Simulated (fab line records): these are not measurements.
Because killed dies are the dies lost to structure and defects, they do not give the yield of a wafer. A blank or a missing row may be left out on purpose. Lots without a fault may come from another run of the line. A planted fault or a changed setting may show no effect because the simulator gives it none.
fab line records | flow sky130
record lots=5 | wafers=15 | last_day=50
route steps=708 shown METAL2@489 PAD_OPEN@708
lots that met no fault: from a run of the same line without faults
start_h: hours from the record's opening day to when the first of the lot's shown wafers began | wait_h: hours since the lot's step before | " unchanged from the row above | L1.1+2: a row that stands for several wafers | - no value, or no start was given | * or withheld: withheld | < > ~ a bound
route shown NAME@n: a module of which the file shows steps, and the number in the route of the first | usual: mean and standard deviation over wafers with no fault | same: alike in all rows | chamber/n: place in a boat | sites: per-site readings | _std_site: the standard deviation of these | _edge_site: the outer-site mean with the inner-site mean subtracted | radius_mm: for every site, how far away it sits from the centre of the wafer | mask NAME#n: copy n | behind: the most recent tool/chamber to have shaped the wafer | hold: why the lot went on hold/how many hours it stayed there/how the hold came to an end | device: which transistor (n, p or np) failed to switch | end of line: the same wafers' tests at the end of the route | a step without rows: its recipe alone | killed: at the first sort, the dies lost to defects and structure; wafer yield is something else | map: a wafer's dies, x killed, . not, _ none there
set.NAME: the run value of the setting; set.NAME@STEP: its run value at that earlier step | model.NAME: the simulator's own value behind a step, which no gauge read
lots at some steps of the route; a table a step, a row a wafer
services: from which hour (start_h, from the record's first day; less than 0 if before it) a tool's chamber was out of use, for how many hours, and why
## steps
# step SKY_METAL2_THK_MEAS_06
# recipe thk_meas_gauge=xrf | reads=AlCu_of_METAL2_SPUTTER_02
# usual METAL2_ALCU_THK=254/3
lot.wafer | tool          | chamber | start_h | wait_h | METAL2_ALCU_THK[nm]
L987.1    | film_metro-03 | -       | 800.39  | 0.1    | 251
L987.3    | "             | -       | "       | "      | 252
L987.5    | "             | -       | "       | "      | 249
L988.3    | film_metro-03 | -       | 801.71  | 0.1    | 252
L988.5    | "             | -       | "       | "      | 250
L988.6    | "             | -       | "       | "      | 249
L995.2    | film_metro-03 | -       | 854.53  | 0.1    | 257
L995.3    | "             | -       | "       | "      | 255
L995.5    | "             | -       | "       | "      | 255
L103.2    | film_metro-02 | -       | 918.35  | 0.1    | 255
L103.3    | "             | -       | "       | "      | 255
L103.5    | "             | -       | "       | "      | 255
L109.1    | film_metro-02 | -       | 956.74  | 0.1    | 253
L109.3    | "             | -       | "       | "      | 256
L109.6    | "             | -       | "       | "      | 253
# step SKY_METAL2_DEHYDRATE_07
# recipe temp_c=200 | time_s=60
# step SKY_METAL2_HMDS_08
# recipe prime_time_s=60 | prime_temp_c=120
# step SKY_METAL2_COAT_09
# recipe resist=BARC | temp_c=withheld | time_s=withheld | spin_rpm=3000 | resist_thk_nm=60
# step SKY_METAL2_COAT_10
# recipe resist=KrF-thick | spin_rpm=3000 | resist_thk_nm=450
# step SKY_METAL2_SOFTBAKE_11
# recipe temp_c=100 | time_s=90 | resist=KrF-thick
# step SKY_METAL2_EXPOSE_12
# recipe mask_id=MM2 | na=0.8 | source_shape=annular | sigma_inner=0.55 | sigma_outer=0.85 | target_cd_nm=140 | dose_mj=28
# step SKY_METAL2_PEB_13
# recipe peb_temp_c=withheld | peb_time_s=withheld | resist=KrF-thick
# step SKY_METAL2_DEVELOP_14
# recipe develop_time_s=60 | resist=KrF-thick | dev_temp_c=21
# step SKY_METAL2_CD_MEAS_15
# recipe target_cd_nm=140
# usual cd_nm=140.1/1.5
lot.wafer | tool      | chamber | start_h | wait_h | cd_nm
L987.1    | cd_sem-01 | -       | 826.41  | -      | 141.7
L987.3    | "         | -       | "       | "      | 140.7
L987.5    | "         | -       | "       | "      | 139.1
L988.3    | cd_sem-01 | -       | 827.87  | -      | 139.6
L988.5    | "         | -       | "       | "      | 141.1
L988.6    | "         | -       | "       | "      | 140.1
L995.2    | cd_sem-01 | -       | 880.93  | -      | 137.7
L995.3    | "         | -       | "       | "      | 139.9
L995.5    | "         | -       | "       | "      | 137.1
L103.2    | cd_sem-02 | -       | 942.98  | -      | 140.0
L103.3    | "         | -       | "       | "      | 138.9
L103.5    | "         | -       | "       | "      | 139.5
L109.1    | cd_sem-01 | -       | 979.76  | -      | 141.7
L109.3    | "         | -       | "       | "      | 141.6
L109.6    | "         | -       | "       | "      | 142.1
# step SKY_METAL2_OVL_MEAS_16
# usual METAL2_OVL=0/4.9
lot.wafer | tool       | chamber | start_h | wait_h | METAL2_OVL[nm]
L987.1    | overlay-02 | -       | 826.53  | 0.1    | 6
L987.3    | "          | -       | "       | "      | 0
L987.5    | "          | -       | "       | "      | 2
L988.3    | overlay-01 | -       | 827.96  | 0.1    | 0
L988.5    | "          | -       | "       | "      | 3
L988.6    | "          | -       | "       | "      | 8
L995.2    | overlay-02 | -       | 881.03  | 0.1    | 4
L995.3    | "          | -       | "       | "      | 2
L995.5    | "          | -       | "       | "      | 5
L103.2    | overlay-02 | -       | 943.08  | 0.1    | -3
L103.3    | "          | -       | "       | "      | -1
L103.5    | "          | -       | "       | "      | -1
L109.1    | overlay-01 | -       | 979.88  | 0.1    | 1
L109.3    | "          | -       | "       | "      | -5
L109.6    | "          | -       | "       | "      | -1
# step SKY_METAL2_DESCUM_17
# recipe chemistry=O2 | source_power_w=150 | bias_power_w=0 | pressure_mtorr=10 | temp_c=40 | time_s=8
# usual drypump_motor_current_A=6.0/0.44 | oes_product_au=1.001/0.0083 | rf_fwd_power_W=146.8/0.59
lot.wafer | tool         | chamber | start_h | wait_h | drypump_motor_current_A | oes_product_au | rf_fwd_power_W | rf_hours_counter_h
L987.1    | rie_metal-04 | 1       | 826.56  | 0.0    | 6.6                     | 1.007          | 147.1          | 12
L987.3    | "            | 1       | "       | "      | 6.6                     | 1.009          | 147.8          | -
L987.5    | "            | 1       | "       | "      | 6.6                     | 1.015          | 146.8          | -
L988.3    | rie_metal-03 | 0       | 828.00  | 0.0    | 5.6                     | 1.000          | 146.5          | -
L988.5    | "            | 1       | "       | "      | 5.4                     | 1.007          | 147.5          | -
L988.6    | "            | 0       | "       | "      | 5.6                     | 1.000          | 145.9          | -
L995.2    | rie_metal-03 | 1       | 881.06  | 0.0    | 5.4                     | 1.001          | 146.6          | 1
L995.3    | "            | 1       | "       | "      | 5.4                     | 1.007          | 146.4          | -
L995.5    | "            | 1       | "       | "      | 5.4                     | 1.005          | 146.8          | -
L103.2    | rie_metal-01 | 0       | 943.11  | 0.0    | 6.4                     | 0.986          | 146.6          | 6
L103.3    | "            | 1       | "       | "      | 6.2                     | 1.006          | 146.9          | -
L103.5    | "            | 1       | "       | "      | 6.2                     | 1.012          | 147.1          | -
L109.1    | rie_metal-04 | 0       | 979.91  | 0.0    | 5.9                     | 0.995          | 146.7          | 4
L109.3    | "            | 0       | "       | "      | 5.8                     | 1.002          | 146.6          | -
L109.6    | "            | 0       | "       | "      | 5.8                     | 0.993          | 145.8          | -
# step SKY_METAL2_ETCH_18
# recipe chemistry=N2/H2 | target=BARC | ion_energy_ev=200 | bias_w=100 | pressure_mtorr=30 | n2_flow_sccm=100 | h2_flow_sccm=200 | icp_w=500 | stop_on=SiO2 | time_s=45.9 | target_depth_a=600
# usual drypump_motor_current_A=6.0/0.44 | n2_flow_sccm=100.1/0.3 | oes_product_au=0.855/0.0048 | rf_fwd_power_W=493.9/2.7 | throttle_valve_pct=13.224/0.01
lot.wafer | tool         | chamber | start_h | wait_h | drypump_motor_current_A | n2_flow_sccm | oes_product_au | rf_fwd_power_W | rf_hours_counter_h | throttle_valve_pct | model.KrF-thick_of_METAL2_COAT_10.thk_nm
L987.1    | rie_metal-04 | 1       | 826.60  | 0.0    | 6.6                     | 100.0        | 0.853          | 497.0          | 12                 | 13.202             | 391.5
L987.3    | "            | 1       | "       | "      | 6.6                     | 100.1        | 0.846          | 497.7          | -                  | 13.217             | 391.5
L987.5    | "            | 1       | "       | "      | 6.6                     | 99.8         | 0.852          | 497.6          | -                  | 13.208             | 394.9
L988.3    | rie_metal-03 | 0       | 828.06  | 0.0    | 5.6                     | 100.0        | 0.850          | 492.3          | -                  | 13.219             | 391.5
L988.5    | "            | 1       | "       | "      | 5.4                     | 100.0        | 0.858          | 493.3          | -                  | 13.244             | 390.6
L988.6    | "            | 0       | "       | "      | 5.6                     | 100.1        | 0.844          | 494.4          | -                  | 13.232             | 392.1
L995.2    | rie_metal-03 | 1       | 881.10  | 0.0    | 5.4                     | 100.8        | 0.864          | 412.7          | 1                  | 13.226             | 400.8
L995.3    | "            | 1       | "       | "      | 5.4                     | 100.8        | 0.850          | 411.5          | -                  | 13.223             | 401
L995.5    | "            | 1       | "       | "      | 5.4                     | 100.7        | 0.854          | 413.1          | -                  | 13.219             | 399.3
L103.2    | rie_metal-01 | 0       | 943.15  | 0.0    | 6.4                     | 100.2        | 0.860          | 497.3          | 6                  | 13.236             | 392.1
L103.3    | "            | 1       | "       | "      | 6.2                     | 99.8         | 0.843          | 496.1          | -                  | 13.235             | 393.1
L103.5    | "            | 1       | "       | "      | 6.2                     | 99.8         | 0.863          | 495.6          | -                  | 13.216             | 392.2
L109.1    | rie_metal-04 | 0       | 979.95  | 0.0    | 5.8                     | 99.7         | 0.852          | 488.6          | 4                  | 13.218             | 393.6
L109.3    | "            | 0       | "       | "      | 5.8                     | 99.6         | 0.854          | 490.9          | -                  | 13.208             | 393.1
L109.6    | "            | 0       | "       | "      | 5.8                     | 99.6         | 0.857          | 488.9          | -                  | 13.230             | 392.8
# step SKY_METAL2_METAL_ETCH_19
# recipe target_depth_a=3600 | stop_on=SiO2 | over_etch_frac=0.3 | time_s=78 | chemistry=Cl2/BCl3 | resist_sidewall_deg=88 | pressure_mtorr=10 | icp_w=900 | bias_w=48.5 | Cl2_flow_sccm=60 | bcl3_flow_sccm=30
# usual drypump_motor_current_A=6.0/0.44 | oes_product_au=0.855/0.0056 | rf_fwd_power_W=893/3.9 | throttle_valve_pct=22.264/0.0083
lot.wafer | tool         | chamber | start_h | wait_h | drypump_motor_current_A | oes_product_au | rf_fwd_power_W | rf_hours_counter_h | throttle_valve_pct | model.KrF-thick_of_METAL2_COAT_10.thk_nm
L987.1    | rie_metal-04 | 1       | 826.66  | 0.0    | 6.6                     | 0.856          | 898            | 12                 | 22.256             | 155.8
L987.3    | "            | 1       | "       | "      | 6.6                     | 0.854          | 896            | -                  | 22.262             | 154.8
L987.5    | "            | 1       | "       | "      | 6.6                     | 0.846          | 899            | -                  | 22.259             | 161.2
L988.3    | rie_metal-03 | 0       | 828.14  | 0.1    | 5.6                     | 0.849          | 890            | -                  | 22.253             | 157.9
L988.5    | "            | 1       | "       | "      | 5.4                     | 0.853          | 897            | -                  | 22.273             | 153.8
L988.6    | "            | 0       | "       | "      | 5.6                     | 0.849          | 889            | -                  | 22.275             | 159.8
L995.2    | rie_metal-03 | 1       | 881.16  | 0.0    | 5.4                     | 0.858          | 899            | 1                  | 22.257             | 164.7
L995.3    | "            | 1       | "       | "      | 5.4                     | 0.863          | 896            | -                  | 22.272             | 167.3
L995.5    | "            | 1       | "       | "      | 5.4                     | 0.863          | 894            | -                  | 22.289             | 167.2
L103.2    | rie_metal-01 | 0       | 943.21  | 0.0    | 6.4                     | 0.848          | 897            | 6                  | 22.272             | 161.7
L103.3    | "            | 1       | "       | "      | 6.2                     | 0.860          | 897            | -                  | 22.252             | 158.4
L103.5    | "            | 1       | "       | "      | 6.2                     | 0.858          | 903            | -                  | 22.253             | 155.9
L109.1    | rie_metal-04 | 0       | 980.01  | 0.0    | 5.8                     | 0.861          | 892            | 4                  | 22.261             | 157.9
L109.3    | "            | 0       | "       | "      | 5.8                     | 0.856          | 889            | -                  | 22.276             | 158.8
L109.6    | "            | 0       | "       | "      | 5.8                     | 0.862          | 895            | -                  | 22.263             | 158.9
# step SKY_METAL2_STRIP_20
# recipe chemistry=O2/N2 | power_w=1400 | pressure_mtorr=1500 | platen_temp_c=withheld | o2_flow_sccm=3000 | n2_flow_sccm=300 | overash_fraction=0.5
# usual drypump_motor_current_A=5.8/0.5 | n2_flow_sccm=300.2/0.83 | o2_flow_sccm=3000/9.3 | oes_product_au=0.343/0.0046 | strip_time_to_endpoint_s=2.69/0.035
# same overash_fraction=0.5
lot.wafer | tool            | chamber | start_h | wait_h | drypump_motor_current_A | n2_flow_sccm | o2_flow_sccm | oes_product_au | rf_hours_counter_h | strip_time_to_endpoint_s
L987.1    | plasma_asher-01 | 0       | 826.75  | 0.1    | 6.1                     | 300.2        | 2996         | 0.338          | 101                | 2.65
L987.3    | "               | 0       | "       | "      | 6.1                     | 299.4        | 3006         | 0.343          | -                  | 2.64
L987.5    | "               | 1       | "       | "      | 5.3                     | 301.0        | 2997         | 0.339          | -                  | 2.73
L988.3    | plasma_asher-02 | 1       | 828.24  | 0.1    | 6.4                     | 300.8        | 3008         | 0.336          | -                  | 2.68
L988.5    | "               | 0       | "       | "      | 5.1                     | 298.8        | 2981         | 0.337          | -                  | 2.65
L988.6    | "               | 1       | "       | "      | 6.4                     | 300.1        | 2999         | 0.351          | -                  | 2.71
L995.2    | plasma_asher-02 | 1       | 881.25  | 0.1    | 6.4                     | 301.0        | 2990         | 0.349          | 14                 | 2.76
L995.3    | "               | 1       | "       | "      | 6.4                     | 300.8        | 2986         | 0.352          | -                  | 2.79
L995.5    | "               | 0       | "       | "      | 5.1                     | 299.2        | 3012         | 0.344          | -                  | 2.78
L103.2    | plasma_asher-02 | 1       | 943.30  | 0.1    | 6.4                     | 299.4        | 3015         | 0.339          | 20                 | 2.75
L103.3    | "               | 0       | "       | "      | 5.1                     | 301.8        | 3022         | 0.340          | -                  | 2.68
L103.5    | "               | 0       | "       | "      | 5.1                     | 300.8        | 3023         | 0.339          | -                  | 2.67
L109.1    | plasma_asher-04 | 0       | 980.10  | 0.1    | 6.0                     | 299.5        | 3004         | 0.346          | 53                 | 2.67
L109.3    | "               | 1       | "       | "      | 5.7                     | 299.5        | 3003         | 0.346          | -                  | 2.69
L109.6    | "               | 0       | "       | "      | 5.9                     | 299.0        | 3001         | 0.347          | -                  | 2.69
# step SKY_PAD_OPEN_PROBE_99
# usual defect_limited_yield=82.7/2 | killed_at_M0_to_M3=42/6.8 | killed_at_M4_up=3.2/1.8 | killed_at_contacts=25/5.4 | killed_at_front_end=15/4.5 | killed_at_other=0.3/0.56 | killed_dies=85/9.7 | killed_open=46/7.1 | killed_short=39/6.5 | sort_bin_3_pad_short=0.9/0.42 | sort_bin_5_function=10.4/1.5 | sort_bin_6_memory=6.1/1.1 | sort_n_pass=407/9.7 | sort_yield_pct=82.7/2
# same gross_dies=492 | killed_at_back_side=0 | sort_bin_4_leakage[%]=0 | sort_bin_8_speed[%]=0
lot.wafer | tool      | chamber | start_h | wait_h | defect_limited_yield[%] | killed_at_M0_to_M3 | killed_at_M4_up | killed_at_contacts | killed_at_front_end | killed_at_other | killed_dies | killed_open | killed_short | sort_bin_3_pad_short[%] | sort_bin_5_function[%] | sort_bin_6_memory[%] | sort_n_pass | sort_yield_pct[%]
L988.3    | prober-02 | -       | 1084.78 | 0.2    | 80.3                    | 48                 | 3               | 22                 | 24                  | 0               | 97          | 52          | 45           | 0.8                     | 11.2                   | 7.7                  | 395         | 80.3
L988.5    | prober-02 | -       | 1084.88 | 0.2    | 82.7                    | 50                 | 2               | 19                 | 14                  | 0               | 85          | 43          | 42           | 0.4                     | 12.0                   | 4.9                  | 407         | 82.7
L988.6    | prober-02 | -       | 1084.93 | 0.2    | 82.7                    | 42                 | 3               | 27                 | 13                  | 0               | 85          | 40          | 45           | 1.4                     | 10.6                   | 5.3                  | 407         | 82.7
L103.2    | prober-01 | -       | 1171.58 | 0.1    | 80.9                    | 39                 | 8               | 30                 | 17                  | 0               | 94          | 46          | 46           | 0.8                     | 9.6                    | 8.7                  | 398         | 80.9
L103.3    | prober-01 | -       | 1171.63 | 0.2    | 80.5                    | 54                 | 3               | 23                 | 16                  | 0               | 96          | 52          | 43           | 1.0                     | 13.6                   | 4.9                  | 396         | 80.5
L103.5    | prober-01 | -       | 1171.73 | 0.2    | 78.7                    | 54                 | 5               | 33                 | 13                  | 0               | 105         | 70          | 35           | 0.2                     | 13.0                   | 8.1                  | 387         | 78.7
L109.1    | prober-02 | -       | 1198.04 | 0.1    | 80.5                    | 52                 | 4               | 28                 | 12                  | 0               | 96          | 46          | 49           | 1.0                     | 13.4                   | 5.1                  | 396         | 80.5
L109.3    | prober-02 | -       | 1198.14 | 0.2    | 78.7                    | 62                 | 4               | 22                 | 17                  | 0               | 105         | 58          | 47           | 2.6                     | 14.6                   | 4.1                  | 387         | 78.7
L109.6    | prober-02 | -       | 1198.29 | 0.2    | 82.1                    | 51                 | 4               | 20                 | 13                  | 0               | 88          | 46          | 42           | 0.6                     | 12.2                   | 5.1                  | 404         | 82.1
# killed by level:class
L988.3 CONTACT:geometric_particle:open=9 VIA1:geometric_particle:short=8 VIA1:geometric_particle:open=8 POLY_GATE:geometric_particle:short=7 VIA2:geometric_particle:open=7 VIA3:geometric_particle:open=7 METAL2:geometric_particle:short=6 POLY_GATE:geometric_particle:open=5
L988.5 VIA1:geometric_particle:open=9 CONTACT:geometric_particle:open=8 VIA3:geometric_particle:open=7 VIA2:geometric_particle:open=6 FIELD_ISO:geometric_particle:short=5 VIA1:geometric_particle:short=5 METAL2:geometric_particle:short=5 LOCAL_INTERCONNECT:geometric_particle:short=4
L988.6 METAL1:geometric_particle:short=11 LI_CONTACT:geometric_particle:open=9 CONTACT:geometric_particle:open=8 CONTACT:geometric_particle:short=6 VIA3:geometric_particle:open=6 METAL2:geometric_particle:short=6 VIA1:geometric_particle:open=5 VIA2:geometric_particle:open=5
L103.2 VIA1:geometric_particle:open=10 CONTACT:geometric_particle:open=9 FIELD_ISO:geometric_particle:open=7 LI_CONTACT:geometric_particle:open=7 CONTACT:geometric_particle:short=6 METAL4:geometric_particle:short=5 LOCAL_INTERCONNECT:geometric_particle:short=5 METAL1:geometric_particle:short=5
L103.3 CONTACT:geometric_particle:open=9 LI_CONTACT:geometric_particle:open=8 VIA3:geometric_particle:open=8 VIA1:geometric_particle:open=8 FIELD_ISO:geometric_particle:short=7 METAL1:geometric_particle:short=6 VIA1:geometric_particle:short=5 METAL2:geometric_particle:open=5
L103.5 VIA1:geometric_particle:open=19 CONTACT:geometric_particle:open=16 VIA3:geometric_particle:open=11 LI_CONTACT:geometric_particle:open=10 FIELD_ISO:geometric_particle:open=4 POLY_GATE:geometric_particle:short=4 CONTACT:geometric_particle:short=4 VIA1:geometric_particle:short=4
L109.1 CONTACT:geometric_particle:open=10 VIA2:geometric_particle:open=9 VIA1:geometric_particle:open=9 CONTACT:geometric_particle:short=7 VIA1:geometric_particle:short=7 LOCAL_INTERCONNECT:geometric_particle:short=6 METAL1:geometric_particle:short=6 VIA2:geometric_particle:short=5
L109.3 VIA1:geometric_particle:open=21 METAL2:geometric_particle:short=10 VIA3:geometric_particle:open=8 FIELD_ISO:geometric_particle:short=7 LI_CONTACT:geometric_particle:open=6 METAL1:geometric_particle:short=6 CONTACT:geometric_particle:open=6 VIA1:geometric_particle:short=5
L109.6 VIA1:geometric_particle:open=12 METAL1:geometric_particle:short=7 CONTACT:geometric_particle:short=7 METAL2:geometric_particle:short=7 CONTACT:geometric_particle:open=6 FIELD_ISO:geometric_particle:open=5 METAL3:geometric_particle:short=4 POLY_GATE:geometric_particle:open=4
## services
tool            | chamber | start_h | hours | kind
rie_metal-01    | 0       | 809.89  | -     | clean
rie_metal-01    | 0       | 809.89  | 19.0  | scheduled_down
rie_metal-01    | 0       | 809.89  | 19.0  | vent_cycle
rie_metal-03    | 1       | 837.73  | -     | clean
rie_metal-03    | 1       | 837.73  | 18.3  | scheduled_down
rie_metal-03    | 1       | 837.73  | 18.3  | vent_cycle
rie_metal-01    | 1       | 840.22  | -     | clean
rie_metal-01    | 1       | 840.22  | 21.4  | scheduled_down
rie_metal-01    | 1       | 840.22  | 21.4  | vent_cycle
rie_metal-04    | 0       | 886.69  | -     | clean
rie_metal-04    | 0       | 886.69  | 19.4  | scheduled_down
rie_metal-04    | 0       | 886.69  | 19.4  | vent_cycle
plasma_asher-04 | -       | 906.97  | 2.8   | pm
plasma_asher-02 | -       | 947.82  | 1.1   | repair
plasma_asher-02 | -       | 951.98  | 23.5  | repair
plasma_asher-02 | -       | 975.45  | 28.1  | pm
rie_metal-01    | 0       | 977.27  | 4.6   | repair
## key
first_sign step=SKY_METAL2_ETCH_18 | reading=rf_fwd_power_W | direction=down | sigmas=30 | usual=493.9 | struck=412.4
effect none on later readings
model_effect step=SKY_METAL2_ETCH_18 | value=KrF-thick_of_METAL2_COAT_10.thk_nm | without=394.1 | struck=400.4
model_effect step=SKY_METAL2_METAL_ETCH_19 | value=KrF-thick_of_METAL2_COAT_10.thk_nm | without=160.2 | struck=166.4
met_at SKY_METAL2_ETCH_18
struck_wafers L995.2,L995.3,L995.5
onset_between 828.06 881.10
fault kind=process_parameter_drift | tool=rie_metal-03 | chamber=1 | onset_h=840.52 | steps=SKY_METAL2_ETCH_18 | channel=icp_w | offset=-80 | shape=step | end_h=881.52 | acts_in=these_recipes_only | stated=500
